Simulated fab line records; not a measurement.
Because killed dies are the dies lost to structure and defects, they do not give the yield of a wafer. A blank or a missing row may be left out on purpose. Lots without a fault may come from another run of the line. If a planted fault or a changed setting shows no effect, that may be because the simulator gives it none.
fab line records	flow sky130
record: lots: 6	wafers: 17	last-day: 50
route steps=708 shown FIELD_ISO@30 NWELL@32 DNWELL@35 PWDE@45 PAD_OPEN@708
lots that met no fault: taken from a fault-free run of the same line
start-h: start of the lot's first displayed wafer, in hours after the record's first day	wait-h: hours from the lot's prior step to this one	" the same as in the row above	L1.1+2: a single row standing in for several wafers	- no value, or no start was given	* or withheld: withheld	< > ~ a bound
route shown NAME@n: names a module that has steps shown in the file, with the first one's number in the route	usual: mean/standard deviation taken from wafers without a fault	same: alike in all rows	chamber/n: place in a boat	sites: per-site readings	_std_site: the standard deviation of these	_edge_site: outer sites' mean less inner sites'	radius-mm: for every site, how far away it sits from the centre of the wafer	mask NAME#n: copy n	behind: tool/chamber where the wafer was last shaped	hold: the reason the lot was held/the length of the hold in hours/how it ended	device: names the non-switching transistor (n, p or np)	end of line: the route-end tests of the same wafers	a step given without rows: its recipe and nothing more	killed: not the wafer's yield, but the dies lost to structure and defects at the first sort	map: a wafer's dies, x killed, . not, _ none there
set.NAME: the setting that was run; set.NAME@STEP: the one run at that earlier step	model.NAME: the simulator's own value behind a step, which no gauge read
lots at selected steps of the route; one table per step, one row per wafer
services: the hour from which a tool's chamber was out of use, counted from the record's first day as start-h (under 0 if before that day), plus the number of hours and why
== steps ==
step: SKY_FIELD_ISO_WET_ETCH_29
recipe: chemistry: H3PO4	target-depth-nm: 160	target: Si3N4	temp-c: 160	time-s: 1825
step: SKY_FIELD_ISO_WET_ETCH_30
recipe: chemistry: dHF	target-depth-nm: 25	target: SiO2	dilution: 10:1	temp-c: 25	time-s: 50
step: SKY_NWELL_CLEAN_00
recipe: chemistry: SC1/SC2	mix: 1:4:20	temp-c: 70	time-s: 150	dry: n2-spin
step: SKY_NWELL_OXIDATION_01
recipe: temp-c: 900	ambient: O2	stabilise-s: 600	purge-s: 300	target-thk-a: 100	ox-time-s: 1418
step: SKY_NWELL_THK_MEAS_02
recipe: reads: SiO2_of_NWELL_OXIDATION_01
usual: NWELL_OXIDATION_THK: 9.91/0.19
lot.wafer	tool	chamber	start-h	wait-h	NWELL_OXIDATION_THK[nm]
L844.2	film-metro-02	-	42.48	0.0	10.13
L844.3	"	-	"	"	9.92
L844.4	"	-	"	"	10.04
L848.3	film-metro-02	-	62.50	0.0	9.65
L848.4	"	-	"	"	9.93
L848.6	"	-	"	"	10.01
L859.3	film-metro-02	-	121.19	0.0	10.03
L859.4	"	-	"	"	9.98
L859.6	"	-	"	"	9.94
L861.3	film-metro-03	-	129.85	0.0	9.62
L861.6	"	-	"	"	9.60
L863.2	film-metro-01	-	143.30	0.0	9.81
L863.4	"	-	"	"	9.85
L863.6	"	-	"	"	9.87
L864.2	film-metro-03	-	148.38	0.0	9.59
L864.4	"	-	"	"	9.73
L864.5	"	-	"	"	9.69
step: SKY_DNWELL_DEHYDRATE_00
recipe: temp-c: 200	time-s: 60
step: SKY_DNWELL_HMDS_01
recipe: prime-time-s: 60	prime-temp-c: 120
step: SKY_DNWELL_COAT_02
recipe: spin-rpm: 2000	resist-thk-nm: 3000
step: SKY_DNWELL_SOFTBAKE_03
recipe: temp-c: 110	time-s: withheld
step: SKY_DNWELL_EXPOSE_04
recipe: mask-id: DNM	na: 0.57	target-cd-nm: 3000	dose-mj: 222
step: SKY_DNWELL_PEB_05
recipe: temp-c: 115	time-s: withheld
step: SKY_DNWELL_DEVELOP_06
recipe: wall-angle-deg: 90	developer: TMAH	develop-time-s: 60	dev-temp-c: 23
step: SKY_DNWELL_IMPLANT_07
recipe: species: P	energy-kev: withheld	dose-cm2: withheld	tilt-deg: withheld
same: implant-ion-amu: *
lot.wafer	tool	chamber	start-h	wait-h
L844.2+3+4	implanter-01	0	57.80	-
L848.3+4+6	implanter-03	0	78.49	-
L859.3+4+6	implanter-01	0	140.27	-
L861.3+6	implanter-01	0	149.59	-
L863.2+4+6	implanter-03	0	162.96	-
L864.2+4+5	implanter-03	0	168.65	-
step: SKY_DNWELL_STRIP_08
recipe: chemistry: O2/N2	power-w: 1400	pressure-mtorr: 1500	platen-temp-c: withheld	o2-flow-sccm: 3000	n2-flow-sccm: 300	overash-fraction: 0.5
usual: drypump-motor-current-A: 5.50/0.28	n2-flow-sccm: 300.1/0.94	oes-product-au: 0.722/0.0044	strip-time-to-endpoint-s: 36.91/0.099
lot.wafer	tool	chamber	start-h	wait-h	drypump-motor-current-A	n2-flow-sccm	oes-product-au	rf-hours-counter-h	strip-time-to-endpoint-s
L844.2	plasma-asher-02	1	57.92	0.1	5.07	298.4	0.729	36	36.80
L844.3	"	0	"	"	5.85	299.8	0.724	-	36.99
L844.4	"	1	"	"	5.08	299.6	0.723	-	36.95
L848.3	plasma-asher-01	0	78.62	0.1	5.30	300.1	0.726	-	36.98
L848.4	"	1	"	"	5.58	300.7	0.719	-	36.90
L848.6	"	1	"	"	5.56	301.2	0.713	-	36.88
L859.3	plasma-asher-03	0	140.41	0.1	5.74	300.0	0.722	-	36.99
L859.4	"	1	"	"	5.44	301.9	0.718	-	36.99
L859.6	"	1	"	"	5.51	301.2	0.715	-	36.99
L861.3	plasma-asher-03	0	149.72	0.1	5.75	299.7	0.718	-	36.95
L861.6	"	1	"	"	5.44	300.4	0.722	-	36.90
L863.2	plasma-asher-01	0	163.09	0.1	5.28	300.8	0.722	35	36.74
L863.4	"	1	"	"	5.56	301.9	0.715	-	36.68
L863.6	"	1	"	"	5.54	301.7	0.734	-	36.73
L864.2	plasma-asher-03	1	168.77	0.1	5.52	300.5	0.711	48	36.96
L864.4	"	1	"	"	5.49	301.7	0.718	-	36.90
L864.5	"	0	"	"	5.72	299.6	0.718	-	36.84
step: SKY_DNWELL_TW_MEAS_09
usual: DNWELL_TW: 1108/10
lot.wafer	tool	chamber	start-h	wait-h	DNWELL_TW
L844.2	film-metro-03	-	58.03	0.1	1104
L844.3	"	-	"	"	1101
L844.4	"	-	"	"	1100
L848.3	film-metro-02	-	78.71	0.1	1119
L848.4	"	-	"	"	1114
L848.6	"	-	"	"	1120
L859.3	film-metro-03	-	140.49	0.1	1099
L859.4	"	-	"	"	1165
L859.6	"	-	"	"	1160
L861.3	film-metro-03	-	149.81	0.1	1095
L861.6	"	-	"	"	1162
L863.2	film-metro-03	-	163.20	0.1	1100
L863.4	"	-	"	"	1098
L863.6	"	-	"	"	1101
L864.2	film-metro-02	-	168.88	0.1	1116
L864.4	"	-	"	"	1114
L864.5	"	-	"	"	1119
step: SKY_PWDE_DEHYDRATE_00
recipe: temp-c: 200	time-s: 60
step: SKY_PAD_OPEN_PROBE_99
usual: killed_at_M0_to_M3: 45/6.9	killed_at_M4_up: 3.0/1.7	killed-at-contacts: 25/5.6	killed-at-front-end: 15/4.2	killed-at-other: 0.3/0.55	killed-dies: 89/9.6	killed-open: 49/7.2	killed-short: 39/6.5
same: gross-dies: 492	killed-at-back-side: 0
lot.wafer	tool	chamber	start-h	wait-h	killed_at_M0_to_M3	killed_at_M4_up	killed-at-contacts	killed-at-front-end	killed-at-other	killed-dies	killed-open	killed-short	model.etest.res-deep-nwell.rs-ohm-sq	model.etest.res-deep-nwell.line-ohm-um
L844.2	prober-01	-	1073.50	0.1	55	4	24	7	0	90	52	38	2208	749.1
L844.3	prober-01	-	1073.55	0.2	39	3	19	12	0	73	40	33	2201	735.5
L844.4	prober-01	-	1073.60	0.2	44	6	23	13	0	86	39	47	2221	748.1
L848.3	prober-01	-	1105.56	0.2	41	5	23	16	0	85	40	45	2237	728.5
L848.4	prober-01	-	1105.61	0.2	35	4	25	11	0	75	44	31	2218	742.5
L848.6	prober-01	-	1105.71	0.2	43	1	21	10	0	75	48	27	2241	747.5
L859.3	prober-01	-	1165.99	0.2	28	1	21	11	0	61	30	31	2209	742.3
L859.4	prober-01	-	1166.04	0.2	54	6	27	14	0	101	56	45	1868	635.1
L859.6	prober-01	-	1166.14	0.2	47	0	19	11	0	77	42	35	1878	622.8
L861.3	prober-01	-	1178.58	0.2	52	1	20	16	0	89	47	42	2204	741.2
L861.6	prober-01	-	1178.73	0.2	39	2	19	23	0	83	37	46	1882	610
L863.2	prober-01	-	1190.32	0.1	28	2	34	13	0	77	41	36	2191	732.1
L863.4	prober-01	-	1190.42	0.2	48	4	21	18	0	91	45	46	2198	731.2
L863.6	prober-01	-	1190.52	0.2	46	4	29	12	1	92	47	45	2208	725.5
L864.2	prober-02	-	1193.35	0.1	60	2	22	11	3	98	53	42	2226	753.4
L864.4	prober-02	-	1193.45	0.2	47	2	22	13	1	85	49	35	2240	739.3
L864.5	prober-02	-	1193.50	0.2	39	2	22	20	2	85	43	41	2218	741.8
killed by level:class
L844.2 VIA1:geometric-particle:open=16 VIA2:geometric-particle:open=9 LI_CONTACT:geometric-particle:open=8 CONTACT:geometric-particle:open=8 VIA2:geometric-particle:short=7 LOCAL_INTERCONNECT:geometric-particle:short=5 METAL1:geometric-particle:short=5 VIA3:geometric-particle:open=5
L844.3 VIA1:geometric-particle:open=11 CONTACT:geometric-particle:open=7 VIA2:geometric-particle:open=7 SPACER:geometric-particle:open=4 LI_CONTACT:geometric-particle:open=4 VIA3:geometric-particle:open=4 VIA3:geometric-particle:short=4 LI_CONTACT:geometric-particle:short=3
L844.4 CONTACT:geometric-particle:open=10 VIA1:geometric-particle:open=8 VIA2:geometric-particle:open=7 VIA2:geometric-particle:short=5 CONTACT:geometric-particle:short=5 METAL4:geometric-particle:short=5 METAL1:geometric-particle:short=5 FIELD_ISO:geometric-particle:short=4
L848.3 VIA2:geometric-particle:open=9 METAL1:geometric-particle:short=8 CONTACT:geometric-particle:open=7 LI_CONTACT:geometric-particle:short=5 METAL2:geometric-particle:short=5 LI_CONTACT:geometric-particle:open=4 CONTACT:geometric-particle:short=4 VIA1:geometric-particle:open=4
L848.4 CONTACT:geometric-particle:open=10 VIA3:geometric-particle:open=8 VIA2:geometric-particle:open=7 VIA1:geometric-particle:open=5 LOCAL_INTERCONNECT:geometric-particle:short=4 FIELD_ISO:geometric-particle:short=4 LI_CONTACT:geometric-particle:open=4 CONTACT:geometric-particle:short=4
L848.6 VIA1:geometric-particle:open=14 LI_CONTACT:geometric-particle:open=8 VIA2:geometric-particle:open=6 VIA3:geometric-particle:open=6 CONTACT:geometric-particle:open=5 METAL1:geometric-particle:short=4 FIELD_ISO:geometric-particle:short=4 VIA1:geometric-particle:short=3
L859.3 CONTACT:geometric-particle:open=11 METAL1:geometric-particle:short=5 CONTACT:geometric-particle:short=4 VIA1:geometric-particle:short=4 VIA1:geometric-particle:open=4 POLY_GATE:geometric-particle:short=3 VIA2:geometric-particle:open=3 METAL3:geometric-particle:short=3
L859.4 VIA1:geometric-particle:open=15 LI_CONTACT:geometric-particle:open=8 CONTACT:geometric-particle:open=8 VIA3:geometric-particle:short=7 VIA3:geometric-particle:open=6 METAL2:geometric-particle:short=6 CONTACT:geometric-particle:short=5 VIA2:geometric-particle:open=5
L859.6 VIA1:geometric-particle:open=8 METAL1:geometric-particle:short=6 VIA3:geometric-particle:open=6 METAL2:geometric-particle:short=6 VIA2:geometric-particle:open=6 LI_CONTACT:geometric-particle:open=5 LOCAL_INTERCONNECT:geometric-particle:short=4 CONTACT:geometric-particle:short=4
L861.3 VIA2:geometric-particle:open=10 METAL2:geometric-particle:short=8 VIA3:geometric-particle:open=8 POLY_GATE:geometric-particle:short=6 LI_CONTACT:geometric-particle:open=6 CONTACT:geometric-particle:open=6 VIA1:geometric-particle:open=6 METAL1:geometric-particle:short=5
L861.6 POLY_GATE:geometric-particle:short=11 VIA3:geometric-particle:open=8 VIA1:geometric-particle:open=8 CONTACT:geometric-particle:short=6 VIA2:geometric-particle:open=5 LI_CONTACT:geometric-particle:open=5 VIA1:geometric-particle:short=5 CONTACT:geometric-particle:open=4
L863.2 LI_CONTACT:geometric-particle:open=9 VIA1:geometric-particle:open=7 CONTACT:geometric-particle:open=6 CONTACT:geometric-particle:short=6 LI_CONTACT:geometric-particle:short=5 LOCAL_INTERCONNECT:geometric-particle:short=5 METAL2:geometric-particle:short=5 VIA2:geometric-particle:open=5
L863.4 VIA1:geometric-particle:open=11 CONTACT:geometric-particle:open=7 LI_CONTACT:geometric-particle:open=6 METAL2:geometric-particle:short=6 VIA1:geometric-particle:short=5 METAL1:geometric-particle:short=5 VIA3:geometric-particle:open=5 VIA2:geometric-particle:open=5
L863.6 VIA1:geometric-particle:open=11 CONTACT:geometric-particle:open=11 LOCAL_INTERCONNECT:geometric-particle:short=7 VIA3:geometric-particle:open=7 VIA1:geometric-particle:short=6 LI_CONTACT:geometric-particle:open=6 METAL2:geometric-particle:short=6 VIA2:geometric-particle:open=5
L864.2 VIA2:geometric-particle:open=12 VIA1:geometric-particle:open=11 METAL2:geometric-particle:short=9 LI_CONTACT:geometric-particle:open=8 METAL1:geometric-particle:short=6 VIA3:geometric-particle:open=6 FIELD_ISO:geometric-particle:open=5 CONTACT:geometric-particle:open=5
L864.4 VIA2:geometric-particle:open=12 VIA3:geometric-particle:open=9 VIA1:geometric-particle:open=7 LI_CONTACT:geometric-particle:open=7 CONTACT:geometric-particle:open=5 METAL1:geometric-particle:short=5 LOCAL_INTERCONNECT:geometric-particle:short=4 CONTACT:geometric-particle:short=4
L864.5 VIA1:geometric-particle:open=9 VIA2:geometric-particle:open=7 CONTACT:geometric-particle:short=6 METAL1:geometric-particle:short=6 FIELD_ISO:geometric-particle:short=5 POLY_GATE:geometric-particle:short=5 LI_CONTACT:geometric-particle:open=5 FIELD_ISO:geometric-particle:open=4
== services ==
tool	chamber	start-h	hours	kind
plasma-asher-01	-	86.26	1.0	repair
implanter-03	-	99.69	4.4	pm
implanter-03	-	111.99	2.8	repair
plasma-asher-03	-	113.14	3.2	repair
implanter-03	-	129.77	2.6	repair
plasma-asher-01	-	143.46	2.8	pm
implanter-03	-	149.36	1.0	repair
implanter-03	-	152.90	1.1	repair
== key ==
first-sign: step: SKY_DNWELL_TW_MEAS_09	reading: DNWELL_TW	direction: up	sigmas: 5.4	usual: 1108	struck: 1162
effect none on later readings
model-effect: step: SKY_PAD_OPEN_PROBE_99	value: etest.res-deep-nwell.rs-ohm-sq	without: 2202	struck: 1876
met-at SKY_DNWELL_IMPLANT_07
struck-wafers L859.4,L859.6,L861.6
tester-left-out L859,L861
onset-between 57.80 140.27
fault: kind: process-parameter-drift	tool: implanter-01	chamber: -	onset-h: 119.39	steps: SKY_DNWELL_IMPLANT_07	channel: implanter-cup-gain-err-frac	offset: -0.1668	shape: step	end-h: 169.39	scope: struck-wafers-only
tester-left-out: of these lots the tester's yield and bins aren't shown, on N5 and GAA mostly nor the transistor test; their killed dies are dies lost to structure and defects alone, not to doping, threshold or leakage, so they don't give the yield
